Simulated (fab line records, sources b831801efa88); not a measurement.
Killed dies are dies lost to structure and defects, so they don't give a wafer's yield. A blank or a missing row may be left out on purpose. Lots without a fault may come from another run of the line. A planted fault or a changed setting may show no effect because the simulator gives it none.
fab line records | flow gf180mcu
record lots=5 wafers=15 last_day=34
route steps=602 shown STI@4 DNWELL@32
lots that met no fault: from a run of the same line without faults
start_h: hours from the record's first day to the start of the lot's first wafer shown | wait_h: hours since the lot's step before | " the same as in the row above | L1.1+2: a row that stands for several wafers | - no value, or no start given | * or withheld: withheld | < > ~ a bound
route shown NAME@n: a module of which the file shows steps, and the number in the route of the first | usual: mean/standard deviation of fault-free wafers | same: alike in all rows | chamber/n: place in a boat | sites: the reading at each site | _std_site: their standard deviation | _edge_site: outer sites' mean less inner sites' | radius_mm: how far each site lies from the wafer's centre | mask NAME#n: copy n | behind: the tool/chamber that last shaped the wafer | hold: why the lot was held/for how many hours/how that ended | device: the transistor (n, p or np) that didn't switch | end of line: the same wafers' tests at the end of the route | a step without rows: its recipe alone | killed: dies lost to structure and defects at the first sort, not the wafer's yield | map: a wafer's dies, x killed, . not, _ none there
set.NAME: the setting as run; set.NAME@STEP: as run at that earlier step | model.NAME: the simulator's own value behind a step, which no gauge read
lots at some steps of the route; a table a step, a row a wafer
services: from which hour (start_h, from the record's first day; less than 0 if before it) a tool's chamber was out of use, for how many hours, and why
## steps
# step GF_STI_CVD_03
# recipe material=Si3N4 precursor=DCS/NH3 target_thk_nm=207.16 temp_c=770 time_s=3551 pressure_mtorr=250
# usual spike_tc_lower_C=771.1/1.3 zone_power_bottom_pct=19.6/1.6
# columns lot.wafer tool chamber start_h wait_h spike_tc_lower_C zone_power_bottom_pct
L075.2 lpcvd-02 0 16.57 0.0 768.3 18.7
L075.3 " 0 " " 771.1 18.6
L075.6 " 0 " " 768.1 18.5
L078.1 lpcvd-02 1 32.98 0.1 772.7 21.9
L078.5 " 1 " " 774.0 22.3
L078.6 " 1 " " 772.5 22.0
L080.3 lpcvd-01 0 41.57 0.0 771.8 18.8
L080.4 " 0 " " 771.2 19.1
L080.5 " 0 " " 772.5 18.9
L087.3 lpcvd-02 0 77.32 0.0 768.3 18.5
L087.5 " 0 " " 769.5 18.5
L087.6 " 0 " " 766.9 18.8
L095.1 lpcvd-01 0 116.57 0.1 770.7 18.8
L095.4 " 0 " " 771.3 18.4
L095.6 " 0 " " 772.2 18.9
# step GF_STI_THK_MEAS_04
# recipe reads=Si3N4_of_STI_CVD_03
# usual STI_CVD_03_THK=206.8/2.4
# columns lot.wafer tool chamber start_h wait_h STI_CVD_03_THK[nm]
L075.2 film_metro-02 - 18.57 0.0 209.2
L075.3 " - " " 210.0
L075.6 " - " " 210.5
L078.1 film_metro-02 - 34.96 0.0 202.7
L078.5 " - " " 204.0
L078.6 " - " " 204.8
L080.3 film_metro-02 - 43.58 0.0 204.1
L080.4 " - " " 205.8
L080.5 " - " " 204.4
L087.3 film_metro-02 - 79.32 0.0 204.1
L087.5 " - " " 204.6
L087.6 " - " " 206.4
L095.1 film_metro-02 - 119.55 0.0 207.9
L095.4 " - " " 209.2
L095.6 " - " " 207.5
# step GF_STI_DEHYDRATE_05
# recipe temp_c=200 time_s=60
# usual exhaust_pa=44.9/0.94 plate_temp_C=200.01/0.16
# columns lot.wafer tool chamber start_h wait_h exhaust_pa plate_temp_C
L075.2 litho_track-04 0 23.38 4.8 45.7 200.08
L075.3 " 0 " " 44.3 199.84
L075.6 " 0 " " 44.8 200.10
L078.1 litho_track-01 0 40.41 5.4 45.7 199.90
L078.5 " 0 " " 46.8 199.99
L078.6 " 0 " " 45.2 199.86
L080.3 litho_track-02 0 49.12 5.5 45.7 200.22
L080.4 " 0 " " 44.8 200.21
L080.5 " 0 " " 43.6 199.99
L087.3 litho_track-02 0 85.22 5.9 43.9 200.06
L087.5 " 0 " " 44.6 199.97
L087.6 " 0 " " 45.0 199.93
L095.1 litho_track-04 0 126.56 7.0 45.7 200.00
L095.4 " 0 " " 45.3 200.07
L095.6 " 0 " " 43.5 200.30
# step GF_STI_HMDS_06
# recipe prime_time_s=60 prime_temp_c=120
# usual exhaust_pa=44.8/0.83
# columns lot.wafer tool chamber start_h wait_h exhaust_pa
L075.2 litho_track-04 0 23.53 0.1 44.1
L075.3 " 0 " " 44.9
L075.6 " 0 " " 43.9
L078.1 litho_track-01 0 40.56 0.1 44.7
L078.5 " 0 " " 44.9
L078.6 " 0 " " 45.2
L080.3 litho_track-02 0 49.27 0.1 44.6
L080.4 " 0 " " 45.2
L080.5 " 0 " " 45.2
L087.3 litho_track-02 0 85.37 0.1 44.0
L087.5 " 0 " " 44.8
L087.6 " 0 " " 44.5
L095.1 litho_track-04 0 126.71 0.1 44.6
L095.4 " 0 " " 43.6
L095.6 " 0 " " 45.2
# step GF_STI_COAT_07
# recipe resist=KrF spin_rpm=withheld resist_thk_nm=700
# usual exhaust_pa=45.3/1.1
# columns lot.wafer tool chamber start_h wait_h exhaust_pa
L075.2 litho_track-04 0 23.68 0.1 46.2
L075.3 " 0 " " 47.4
L075.6 " 0 " " 44.8
L078.1 litho_track-01 0 40.71 0.1 45.0
L078.5 " 0 " " 45.7
L078.6 " 0 " " 44.4
L080.3 litho_track-02 0 49.42 0.1 45.3
L080.4 " 0 " " 45.3
L080.5 " 0 " " 45.2
L087.3 litho_track-02 0 85.52 0.1 46.0
L087.5 " 0 " " 44.7
L087.6 " 0 " " 45.0
L095.1 litho_track-04 0 126.86 0.1 45.1
L095.4 " 0 " " 47.0
L095.6 " 0 " " 45.0
# step GF_STI_SOFTBAKE_08
# recipe temp_c=130 time_s=60 resist=KrF
# usual exhaust_pa=45.2/1 plate_temp_C=129.99/0.13
# columns lot.wafer tool chamber start_h wait_h exhaust_pa plate_temp_C
L075.2 litho_track-04 0 23.83 0.1 43.9 130.08
L075.3 " 0 " " 45.8 130.12
L075.6 " 0 " " 44.1 130.08
L078.1 litho_track-01 0 40.86 0.1 46.5 129.87
L078.5 " 0 " " 44.8 129.86
L078.6 " 0 " " 45.4 129.79
L080.3 litho_track-02 0 49.57 0.1 45.5 130.22
L080.4 " 0 " " 44.9 129.96
L080.5 " 0 " " 46.4 129.89
L087.3 litho_track-02 0 85.67 0.1 44.2 130.12
L087.5 " 0 " " 45.6 130.11
L087.6 " 0 " " 45.0 130.27
L095.1 litho_track-04 0 127.01 0.1 44.6 130.02
L095.4 " 0 " " 45.4 129.94
L095.6 " 0 " " 45.1 130.02
# step GF_STI_EXPOSE_09
# recipe mask_id=COMP target_cd_nm=220 na=0.68 source_shape=conventional sigma_outer=0.6 dose_mj=28
# columns lot.wafer tool chamber start_h wait_h mask
L075.2+3+6 krf_scanner-01 0 - - COMP#0
L078.1+5+6 krf_scanner-02 0 - - COMP#0
L080.3+4+5 krf_scanner-02 0 - - COMP#0
L087.3+5+6 krf_scanner-01 0 - - COMP#0
L095.1+4+6 krf_scanner-02 0 - - COMP#0
# step GF_STI_PEB_10
# recipe peb_temp_c=135.6 peb_time_s=90 resist=KrF
# usual exhaust_pa=45.0/0.95 plate_temp_C=135.58/0.13
# columns lot.wafer tool chamber start_h wait_h exhaust_pa plate_temp_C
L075.2 litho_track-01 0 - - 45.9 135.60
L075.3 " 0 " " 45.3 135.54
L075.6 " 0 " " 46.6 135.63
L078.1 litho_track-01 0 - - 45.4 135.71
L078.5 " 0 " " 47.2 135.50
L078.6 " 0 " " 45.0 135.44
L080.3 litho_track-02 0 - - 46.1 135.55
L080.4 " 0 " " 45.7 135.47
L080.5 " 0 " " 46.3 135.52
L087.3 litho_track-02 0 - - 45.2 135.45
L087.5 " 0 " " 42.8 135.77
L087.6 " 0 " " 44.5 135.65
L095.1 litho_track-02 0 - - 45.2 135.42
L095.4 " 0 " " 43.2 135.30
L095.6 " 0 " " 45.0 135.38
# step GF_STI_DEVELOP_11
# recipe develop_time_s=60 dev_temp_c=21
# usual exhaust_pa=45.2/0.9
# same develop_time_s=60
# columns lot.wafer tool chamber start_h wait_h exhaust_pa
L075.2 litho_track-01 0 29.78 0.2 44.9
L075.3 " 0 " " 44.3
L075.6 " 0 " " 45.6
L078.1 litho_track-01 0 47.11 0.2 42.4
L078.5 " 0 " " 42.9
L078.6 " 0 " " 43.0
L080.3 litho_track-02 0 55.72 0.1 46.4
L080.4 " 0 " " 46.4
L080.5 " 0 " " 45.1
L087.3 litho_track-02 0 92.62 0.1 45.9
L087.5 " 0 " " 46.1
L087.6 " 0 " " 45.0
L095.1 litho_track-02 0 133.92 0.2 45.1
L095.4 " 0 " " 46.6
L095.6 " 0 " " 45.2
# step GF_STI_CD_MEAS_12
# recipe target_cd_nm=220
# usual cd_nm=220.2/1.3
# columns lot.wafer tool chamber start_h wait_h cd_nm
L075.2 cd_sem-02 - 29.93 0.1 220.2
L075.3 " - " " 219.9
L075.6 " - " " 219.8
L078.1 cd_sem-02 - 47.26 0.1 218.1
L078.5 " - " " 217.7
L078.6 " - " " 219.6
L080.3 cd_sem-01 - 55.86 0.1 219.3
L080.4 " - " " 219.5
L080.5 " - " " 219.2
L087.3 cd_sem-01 - 92.76 0.1 219.5
L087.5 " - " " 220.4
L087.6 " - " " 220.3
L095.1 cd_sem-02 - 134.07 0.1 220.0
L095.4 " - " " 220.6
L095.6 " - " " 221.2
# step GF_STI_ETCH_13
# recipe chemistry=CHF3/O2 stop_on=Si over_etch_frac=0.3 target_depth_a=2823.1 source_w=600 bias_w=200 pressure_mtorr=40 chf3_flow_sccm=50 O2_flow_sccm=5 time_s=112.9
# usual drypump_motor_current_A=5.5/0.6 oes_product_au=0.832/0.0065 throttle_valve_pct=8.810/0.0099
# same over_etch_frac=0.3
# columns lot.wafer tool chamber start_h wait_h drypump_motor_current_A oes_product_au rf_hours_counter_h throttle_valve_pct
L075.2 rie_diel-03 0 30.03 0.1 4.7 0.844 83 8.801
L075.3 " 2 " " 5.3 0.840 80 8.819
L075.6 " 3 " " 4.7 0.840 - 8.820
L078.1 rie_diel-01 3 47.38 0.1 5.7 0.826 154 8.809
L078.5 " 0 " " 6.1 0.822 - 8.808
L078.6 " 3 " " 5.7 0.828 - 8.815
L080.3 rie_diel-03 3 55.94 0.1 4.7 0.829 37 8.822
L080.4 " 3 " " 4.7 0.825 - 8.829
L080.5 " 2 " " 5.3 0.829 - 8.831
L087.3 rie_diel-04 3 92.84 0.1 6.4 0.830 13 8.822
L087.5 " 0 " " 4.9 0.826 - 8.821
L087.6 " 1 " " 5.2 0.831 - 8.799
L095.1 rie_diel-01 0 134.19 0.1 6.1 0.840 53 8.794
L095.4 " 2 " " 5.5 0.840 52 8.795
L095.6 " 1 " " 6.0 0.828 - 8.804
# step GF_STI_ETCH_14
# recipe target=Si chemistry=HBr/Cl2/O2 target_depth_nm=360 icp_w=600 bias_w=150 pressure_mtorr=15 HBr_flow_sccm=150 Cl2_flow_sccm=40 O2_flow_sccm=6 time_s=102.9
# usual drypump_motor_current_A=5.7/0.47 oes_product_au=0.999/0.0097 throttle_valve_pct=25.657/0.011
# columns lot.wafer tool chamber start_h wait_h drypump_motor_current_A oes_product_au rf_hours_counter_h throttle_valve_pct
L075.2 rie_si-02 1 30.11 0.0 6.1 1.014 22 25.670
L075.3 " 3 " " 5.3 0.996 4 25.650
L075.6 " 0 " " 6.1 1.023 - 25.655
L078.1 rie_si-02 2 47.46 0.0 5.2 1.002 21 25.652
L078.5 " 3 " " 5.3 0.996 - 25.674
L078.6 " 2 " " 5.2 1.011 - 25.647
L080.3 rie_si-01 0 56.02 0.0 6.4 0.999 146 25.657
L080.4 " 1 " " 5.4 0.991 155 25.666
L080.5 " 0 " " 6.4 0.988 - 25.665
L087.3 rie_si-01 2 92.92 0.0 6.3 0.993 137 25.668
L087.5 " 1 " " 5.4 0.991 - 25.669
L087.6 " 2 " " 6.3 0.989 - 25.663
L095.1 rie_si-01 2 134.27 0.0 6.3 1.000 138 25.654
L095.4 " 1 " " 5.4 0.989 0 25.673
L095.6 " 1 " " 5.4 0.986 - 25.663
# step GF_STI_STRIP_15
# recipe chemistry=O2/N2 power_w=1400 pressure_mtorr=1500 platen_temp_c=250 o2_flow_sccm=3000 n2_flow_sccm=300 overash_fraction=0.5
# usual drypump_motor_current_A=5.8/0.52 heater_power_w=316/34 oes_product_au=0.384/0.0046 strip_time_to_endpoint_s=3.74/0.051
# same overash_fraction=0.5
# columns lot.wafer tool chamber start_h wait_h drypump_motor_current_A heater_power_w oes_product_au rf_hours_counter_h strip_time_to_endpoint_s
L075.2 plasma_asher-04 1 30.18 0.0 4.8 302 0.380 40 3.67
L075.3 " 0 " " 6.0 266 0.380 - 3.79
L075.6 " 1 " " 4.8 312 0.383 - 3.66
L078.1 plasma_asher-02 0 47.53 0.0 6.4 282 0.385 36 3.67
L078.5 " 1 " " 5.6 339 0.375 - 3.68
L078.6 " 0 " " 6.4 291 0.377 - 3.71
L080.3 plasma_asher-04 0 56.13 0.1 6.0 270 0.388 - 3.78
L080.4 " 1 " " 4.8 318 0.382 - 3.81
L080.5 " 0 " " 6.0 259 0.387 - 3.80
L087.3 plasma_asher-04 0 93.03 0.1 6.0 272 0.387 - 3.77
L087.5 " 0 " " 6.0 262 0.388 - 3.76
L087.6 " 1 " " 4.9 314 0.377 - 3.72
L095.1 plasma_asher-02 1 134.34 0.0 5.6 323 0.388 2 3.72
L095.4 " 0 " " 6.4 285 0.383 - 3.76
L095.6 " 0 " " 6.4 288 0.386 - 3.74
# step GF_STI_CLEAN_16
# recipe chemistry=dHF time_s=25 dilution=100:1
# columns lot.wafer tool chamber start_h wait_h
L075.2+3+6 wet_bench-03 3 30.28 0.1
L078.1+5+6 wet_bench-03 2 47.63 0.1
L080.3+4+5 wet_bench-03 1 56.19 0.0
L087.3+5+6 wet_bench-02 3 93.09 0.0
L095.1+4+6 wet_bench-01 3 134.44 0.1
# step GF_STI_WET_ETCH_17
# recipe chemistry=H3PO4 target_depth_nm=45 temp_c=160 target=Si3N4 time_s=514
# columns lot.wafer tool chamber start_h wait_h
L075.2+3+6 wet_bench-02 0 30.30 0.0
L078.1+5+6 wet_bench-01 2 47.65 0.0
L080.3+4+5 wet_bench-01 0 56.21 0.0
L087.3+5+6 wet_bench-02 3 93.11 0.0
L095.1+4+6 wet_bench-02 3 134.46 0.0
# step GF_STI_CLEAN_18
# recipe chemistry=SC1/SC2 mix=1:4:20 temp_c=70 time_s=150
# columns lot.wafer tool chamber start_h wait_h
L075.2+3+6 wet_bench-01 2 30.45 0.0
L078.1+5+6 wet_bench-03 0 47.80 0.0
L080.3+4+5 wet_bench-02 0 56.38 0.0
L087.3+5+6 wet_bench-02 2 93.26 0.0
L095.1+4+6 wet_bench-03 3 134.61 0.0
# step GF_STI_CLEAN_19
# recipe chemistry=dHF time_s=20 dilution=100:1
# columns lot.wafer tool chamber start_h wait_h
L075.2+3+6 wet_bench-03 0 30.50 0.0
L078.1+5+6 wet_bench-02 1 47.85 0.0
L080.3+4+5 wet_bench-03 3 56.43 0.0
L087.3+5+6 wet_bench-02 2 93.31 0.0
L095.1+4+6 wet_bench-01 2 134.66 0.0
# step GF_STI_WET_ETCH_20
# recipe chemistry=dHF dilution=100:1 target_depth_nm=20 temp_c=25 dry=ipa_marangoni target=SiO2 time_s=400
# columns lot.wafer tool chamber start_h wait_h
L075.2+3+6 wet_bench-02 0 30.51 0.0
L078.1+5+6 wet_bench-01 0 47.87 0.0
L080.3+4+5 wet_bench-01 0 56.44 0.0
L087.3+5+6 wet_bench-02 0 93.32 0.0
L095.1+4+6 wet_bench-02 0 134.68 0.0
# step GF_STI_OXIDATION_21
# recipe temp_c=1009 ambient=O2 stabilise_s=600 purge_s=300 target_thk_a=150 ox_time_s=458
# usual spike_tc_lower_C=1007.9/1.1 zone_power_bottom_pct=34/3.9
# same stabilise_s=600
# columns lot.wafer tool chamber start_h wait_h spike_tc_lower_C zone_power_bottom_pct
L075.2 furnace-02 0 32.43 1.8 1008.5 38
L075.3 " 0 " " 1008.7 38
L075.6 " 0 " " 1008.8 38
L078.1 furnace-01 0 47.99 0.0 1011.0 30
L078.5 " 0 " " 1007.2 31
L078.6 " 0 " " 1006.4 31
L080.3 furnace-01 0 56.57 0.0 1007.5 31
L080.4 " 0 " " 1005.3 30
L080.5 " 0 " " 1008.6 30
L087.3 furnace-01 0 94.21 0.8 1006.8 30
L087.5 " 0 " " 1008.8 30
L087.6 " 0 " " 1007.9 30
L095.1 furnace-01 0 134.79 0.0 1008.0 30
L095.4 " 0 " " 1007.8 30
L095.6 " 0 " " 1006.9 30
# step GF_STI_THK_MEAS_22
# recipe reads=SiO2_of_STI_OXIDATION_21
# usual STI_OXIDATION_01_THK=16.26/0.27
# columns lot.wafer tool chamber start_h wait_h STI_OXIDATION_01_THK[nm]
L075.2 film_metro-03 - 33.56 0.0 16.14
L075.3 " - " " 16.18
L075.6 " - " " 16.56
L078.1 film_metro-02 - 49.11 0.0 16.30
L078.5 " - " " 16.36
L078.6 " - " " 16.20
L080.3 film_metro-01 - 57.72 0.0 16.15
L080.4 " - " " 16.29
L080.5 " - " " 16.28
L087.3 film_metro-03 - 95.36 0.0 16.30
L087.5 " - " " 16.40
L087.6 " - " " 16.28
L095.1 film_metro-02 - 135.92 0.0 16.34
L095.4 " - " " 16.30
L095.6 " - " " 15.99
# step GF_STI_CVD_23
# recipe material=SiO2 target_thk_nm=650 sigma_open_frac=0.3 time_s=108.3 temp_c=600 sih4_flow_sccm=60 pressure_mtorr=6
# columns lot.wafer tool chamber start_h wait_h
L075.2+3+6 hdpcvd-01 0,1,1 33.61 0.0
L078.1+5+6 hdpcvd-02 2,2,1 49.17 0.1
L080.3+4+5 hdpcvd-02 0,0,2 57.76 0.0
L087.3+5+6 hdpcvd-02 0,2,0 95.40 0.0
L095.1+4+6 hdpcvd-02 0,0,1 135.98 0.1
# step GF_STI_THK_MEAS_24
# recipe reads=SiO2_of_STI_CVD_23
# usual STI_CVD_23_THK=648/6.3
# columns lot.wafer tool chamber start_h wait_h STI_CVD_23_THK[nm]
L075.2 film_metro-01 - 33.70 0.0 635
L075.3 " - " " 642
L075.6 " - " " 642
L078.1 film_metro-03 - 49.25 0.0 652
L078.5 " - " " 655
L078.6 " - " " 654
L080.3 film_metro-02 - 57.86 0.1 650
L080.4 " - " " 643
L080.5 " - " " 653
L087.3 film_metro-01 - 95.49 0.1 647
L087.5 " - " " 647
L087.6 " - " " 648
L095.1 film_metro-03 - 136.06 0.0 648
L095.4 " - " " 652
L095.6 " - " " 651
# step GF_STI_CMP_25
# recipe stop_on=Si3N4 t_overpolish_s=33 down_force_psi=4 platen_rpm=60 target_thk_nm=524.6 pad_velocity_m_s=0.94248
# usual motor_current_A=11.6/1.1 overpolish_run_s=32.999/0.0089 slurry_filter_dp_kPa=13.49/0.14 slurry_flow_ml_min=150.1/0.54 time_to_endpoint_s=126/4.5
# columns lot.wafer tool chamber start_h wait_h motor_current_A overpolish_run_s slurry_filter_dp_kPa slurry_flow_ml_min time_to_endpoint_s
L075.3 cmp-02 0 33.85 0.1 13.8 32.998 13.52 149.8 128
L075.2 " 1 " " 12.2 33.000 13.50 149.5 126
L075.6 " 3 " " 12.2 33.013 13.40 149.7 119
L078.1 cmp-01 1 49.41 0.1 9.7 33.003 13.20 149.4 129
L078.6 " 3 " " 10.5 33.001 13.50 150.7 123
L078.5 " 0 " " 11.0 32.993 13.33 149.7 134
L080.3 cmp-02 3 57.90 0.0 12.2 33.004 13.30 149.7 126
L080.4 " 1 " " 11.8 32.983 13.28 149.8 129
L080.5 " 3 " " 10.9 33.002 13.54 149.9 124
L087.3 cmp-02 0 95.68 0.2 13.3 32.995 13.29 150.6 130
L087.5 " 1 " " 11.6 33.004 13.50 149.9 127
L087.6 " 2 " " 11.2 32.988 13.72 150.9 123
L095.1 cmp-01 3 136.12 0.1 10.9 33.001 13.37 150.5 117
L095.4 " 2 " " 13.3 32.995 13.35 150.1 117
L095.6 " 3 " " 10.8 32.998 13.39 150.1 118
# step GF_STI_WET_ETCH_26
# recipe chemistry=dHF target_depth_nm=94 target=SiO2 temp_c=25 dilution=10:1 time_s=188
# columns lot.wafer tool chamber start_h wait_h
L075.2+3+6 wet_bench-03 0 34.05 0.1
L078.1+5+6 wet_bench-01 2 49.61 0.1
L080.3+4+5 wet_bench-02 1 58.20 0.2
L087.3+5+6 wet_bench-03 1 95.83 0.1
L095.1+4+6 wet_bench-03 0 136.42 0.2
# step GF_STI_WET_ETCH_27
# recipe chemistry=H3PO4 target_depth_nm=160 target=Si3N4 temp_c=160 time_s=1825
# columns lot.wafer tool chamber start_h wait_h
L075.2+3+6 wet_bench-02 1 34.11 0.0
L078.1+5+6 wet_bench-03 3 49.67 0.0
L080.3+4+5 wet_bench-01 1 58.26 0.0
L087.3+5+6 wet_bench-02 0 95.90 0.0
L095.1+4+6 wet_bench-01 2 136.48 0.0
# step GF_STI_WET_ETCH_28
# recipe chemistry=dHF target_depth_nm=20 dry=ipa_marangoni target=SiO2 temp_c=25 dilution=10:1 time_s=40
# columns lot.wafer tool chamber start_h wait_h
L075.2+3+6 wet_bench-03 0 34.63 0.0
L078.1+5+6 wet_bench-03 1 50.23 0.0
L080.3+4+5 wet_bench-03 2 58.82 0.0
L087.3+5+6 wet_bench-01 0 96.52 0.0
L095.1+4+6 wet_bench-02 3 136.99 0.0
# step GF_STI_OXIDATION_29
# recipe temp_c=900 ambient=O2 stabilise_s=600 purge_s=300 target_thk_a=100 ox_time_s=1418
# usual spike_tc_lower_C=899.0/1.2 zone_power_bottom_pct=27.6/2.9
# same stabilise_s=600
# columns lot.wafer tool chamber start_h wait_h spike_tc_lower_C zone_power_bottom_pct
L075.2 furnace-02 0 34.65 0.0 900.2 29.8
L075.3 " 0 " " 900.0 29.2
L075.6 " 0 " " 899.0 29.7
L078.1 furnace-02 0 50.26 0.0 899.2 29.6
L078.5 " 0 " " 898.6 29.2
L078.6 " 0 " " 898.6 29.3
L080.3 furnace-02 0 58.85 0.0 900.4 29.1
L080.4 " 0 " " 899.3 29.9
L080.5 " 0 " " 899.8 30.2
L087.3 furnace-01 0 96.73 0.2 899.0 23.7
L087.5 " 0 " " 899.5 23.4
L087.6 " 0 " " 899.2 23.6
L095.1 furnace-01 0 137.01 0.0 898.7 23.9
L095.4 " 0 " " 898.6 23.6
L095.6 " 0 " " 899.6 23.4
# step GF_STI_THK_MEAS_30
# recipe reads=SiO2_of_STI_OXIDATION_29
# usual STI_OXIDATION_02_THK=10.00/0.19
# columns lot.wafer tool chamber start_h wait_h STI_OXIDATION_02_THK[nm]
L075.2 film_metro-01 - 36.05 0.0 10.24
L075.3 " - " " 10.10
L075.6 " - " " 10.31
L078.1 film_metro-02 - 51.65 0.0 10.09
L078.5 " - " " 10.09
L078.6 " - " " 10.11
L080.3 film_metro-02 - 60.26 0.0 9.72
L080.4 " - " " 9.98
L080.5 " - " " 9.87
L087.3 film_metro-03 - 98.14 0.0 10.18
L087.5 " - " " 9.88
L087.6 " - " " 9.94
L095.1 film_metro-03 - 138.41 0.0 9.71
L095.4 " - " " 9.80
L095.6 " - " " 9.72
# step GF_DNWELL_DEHYDRATE_00
# recipe temp_c=200 time_s=60
# usual exhaust_pa=44.8/0.89 plate_temp_C=200.04/0.16
# columns lot.wafer tool chamber start_h wait_h exhaust_pa plate_temp_C
L075.2 litho_track-03 0 42.17 6.1 44.6 199.74
L075.3 " 0 " " 44.5 199.73
L075.6 " 0 " " 46.0 200.04
L078.1 litho_track-02 0 57.67 6.0 44.8 199.95
L078.5 " 0 " " 44.5 199.83
L078.6 " 0 " " 45.0 200.07
L080.3 litho_track-03 0 65.69 5.4 45.5 199.99
L080.4 " 0 " " 46.2 199.83
L080.5 " 0 " " 46.1 199.99
L087.3 litho_track-04 0 104.56 6.4 45.5 199.90
L087.5 " 0 " " 45.8 199.86
L087.6 " 0 " " 43.9 199.88
L095.1 litho_track-02 0 145.17 6.8 44.7 199.94
L095.4 " 0 " " 43.4 199.99
L095.6 " 0 " " 46.9 200.21
# step GF_DNWELL_HMDS_01
# recipe prime_time_s=60 prime_temp_c=120
# usual exhaust_pa=44.9/0.98
# columns lot.wafer tool chamber start_h wait_h exhaust_pa
L075.2 litho_track-03 0 42.32 0.1 44.8
L075.3 " 0 " " 45.6
L075.6 " 0 " " 43.6
L078.1 litho_track-02 0 57.82 0.1 43.0
L078.5 " 0 " " 44.2
L078.6 " 0 " " 44.9
L080.3 litho_track-03 0 65.84 0.1 44.5
L080.4 " 0 " " 45.2
L080.5 " 0 " " 45.7
L087.3 litho_track-04 0 104.71 0.1 44.8
L087.5 " 0 " " 44.6
L087.6 " 0 " " 44.4
L095.1 litho_track-02 0 145.32 0.1 45.4
L095.4 " 0 " " 45.2
L095.6 " 0 " " 45.2
# step GF_DNWELL_COAT_02
# recipe spin_rpm=2000 resist_thk_nm=3000
# usual exhaust_pa=45.0/0.75
# columns lot.wafer tool chamber start_h wait_h exhaust_pa
L075.2 litho_track-03 0 42.47 0.1 44.8
L075.3 " 0 " " 44.1
L075.6 " 0 " " 45.6
L078.1 litho_track-02 0 57.97 0.1 45.7
L078.5 " 0 " " 45.8
L078.6 " 0 " " 45.1
L080.3 litho_track-03 0 65.99 0.1 44.3
L080.4 " 0 " " 44.8
L080.5 " 0 " " 44.6
L087.3 litho_track-04 0 104.86 0.1 43.7
L087.5 " 0 " " 44.2
L087.6 " 0 " " 44.4
L095.1 litho_track-02 0 145.47 0.1 45.3
L095.4 " 0 " " 44.9
L095.6 " 0 " " 44.6
# step GF_DNWELL_SOFTBAKE_03
# recipe temp_c=110 time_s=withheld
# usual exhaust_pa=44.9/0.97 plate_temp_C=109.98/0.12
# columns lot.wafer tool chamber start_h wait_h exhaust_pa plate_temp_C
L075.2 litho_track-03 0 42.63 0.1 44.0 110.19
L075.3 " 0 " " 43.8 110.09
L075.6 " 0 " " 44.3 110.15
L078.1 litho_track-02 0 58.12 0.1 45.0 110.03
L078.5 " 0 " " 44.2 109.95
L078.6 " 0 " " 44.4 110.02
L080.3 litho_track-03 0 66.16 0.1 45.1 110.06
L080.4 " 0 " " 46.5 110.07
L080.5 " 0 " " 45.6 110.11
L087.3 litho_track-04 0 105.02 0.1 43.4 109.76
L087.5 " 0 " " 43.1 110.01
L087.6 " 0 " " 44.8 109.91
L095.1 litho_track-02 0 145.62 0.1 45.3 110.08
L095.4 " 0 " " 45.9 110.03
L095.6 " 0 " " 45.9 110.20
# step GF_DNWELL_EXPOSE_04
# recipe mask_id=DNWELL target_cd_nm=1700 na=0.6 source_shape=conventional sigma_outer=0.6 dose_mj=260
# columns lot.wafer tool chamber start_h wait_h mask
L075.2+3+6 iline_stepper-01 0 - - DNWELL#0
L078.1+5+6 iline_stepper-01 0 - - DNWELL#0
L080.3+4+5 iline_stepper-02 0 - - DNWELL#0
L087.3+5+6 iline_stepper-01 0 - - DNWELL#0
L095.1+4+6 iline_stepper-02 0 - - DNWELL#0
# step GF_DNWELL_PEB_05
# recipe temp_c=115 time_s=withheld
# usual exhaust_pa=44.9/0.87 plate_temp_C=115.00/0.13
# columns lot.wafer tool chamber start_h wait_h exhaust_pa plate_temp_C
L075.2 litho_track-02 0 - - 44.1 115.08
L075.3 " 0 " " 44.9 114.97
L075.6 " 0 " " 44.3 114.77
L078.1 litho_track-04 0 - - 45.2 114.98
L078.5 " 0 " " 45.7 115.19
L078.6 " 0 " " 45.6 115.02
L080.3 litho_track-03 0 - - 46.4 114.91
L080.4 " 0 " " 44.7 115.02
L080.5 " 0 " " 46.6 114.88
L087.3 litho_track-03 0 - - 45.7 115.02
L087.5 " 0 " " 46.7 114.97
L087.6 " 0 " " 44.7 115.15
L095.1 litho_track-04 0 - - 45.4 115.05
L095.4 " 0 " " 45.4 115.16
L095.6 " 0 " " 43.8 115.28
# step GF_DNWELL_DEVELOP_06
# recipe wall_angle_deg=90 develop_time_s=60 dev_temp_c=23
# usual exhaust_pa=44.9/0.8
# same develop_time_s=60
# columns lot.wafer tool chamber start_h wait_h exhaust_pa
L075.2 litho_track-02 0 - - 45.3
L075.3 " 0 " " 45.0
L075.6 " 0 " " 45.1
L078.1 litho_track-04 0 - - 46.0
L078.5 " 0 " " 45.5
L078.6 " 0 " " 44.9
L080.3 litho_track-03 0 - - 44.7
L080.4 " 0 " " 44.8
L080.5 " 0 " " 45.5
L087.3 litho_track-03 0 - - 44.2
L087.5 " 0 " " 44.6
L087.6 " 0 " " 44.3
L095.1 litho_track-04 0 - - 45.4
L095.4 " 0 " " 46.3
L095.6 " 0 " " 47.1
# step GF_DNWELL_IMPLANT_07
# recipe species=P energy_kev=1500 dose_cm2=1e+13 tilt_deg=0
# usual tilt_deg=0.000/0.019
# columns lot.wafer tool chamber start_h wait_h tilt_deg
L075.2 implanter-04 0 49.10 - 0.017
L075.3 " 0 " " -0.011
L075.6 " 0 " " -0.041
L078.1 implanter-01 0 64.56 - 0.004
L078.5 " 0 " " 0.015
L078.6 " 0 " " -0.029
L080.3 implanter-01 0 73.19 - -0.033
L080.4 " 0 " " -0.007
L080.5 " 0 " " -0.047
L087.3 implanter-04 0 112.34 - -0.015
L087.5 " 0 " " 0.015
L087.6 " 0 " " 0.012
L095.1 implanter-04 0 153.45 - -0.016
L095.4 " 0 " " 0.004
L095.6 " 0 " " 0.019
## services
# columns tool chamber start_h hours kind
rie_diel-03 3 -2.00 3.8 repair
lpcvd-02 - -1.12 6.1 pm
implanter-01 - -0.40 3.3 repair
iline_stepper-02 - -0.08 2.3 repair
rie_diel-03 2 -0.02 5.4 repair
rie_diel-03 - 7.12 0.3 repair
rie_diel-03 - 9.10 2.3 repair
cmp-02 - 15.12 2.8 repair
iline_stepper-01 - 29.26 8.0 repair
plasma_asher-04 - 41.93 9.7 repair
plasma_asher-04 - 53.20 1.8 repair
cmp-02 - 64.00 4.0 pm
wet_bench-03 - 75.29 1.6 repair
cmp-02 - 84.38 5.0 repair
rie_si-01 1 84.52 6.7 repair
cmp-02 - 94.93 0.4 repair
implanter-04 - 105.04 5.8 pm
krf_scanner-02 - 111.05 1.3 pm
krf_scanner-02 - 121.35 3.6 pm
krf_scanner-02 - 126.25 0.8 pm
krf_scanner-02 - 133.62 1.0 pm
krf_scanner-02 - 136.85 3.9 repair
furnace-01 - 139.91 3.6 pm
iline_stepper-01 - 145.36 8.2 repair
## key
fault none
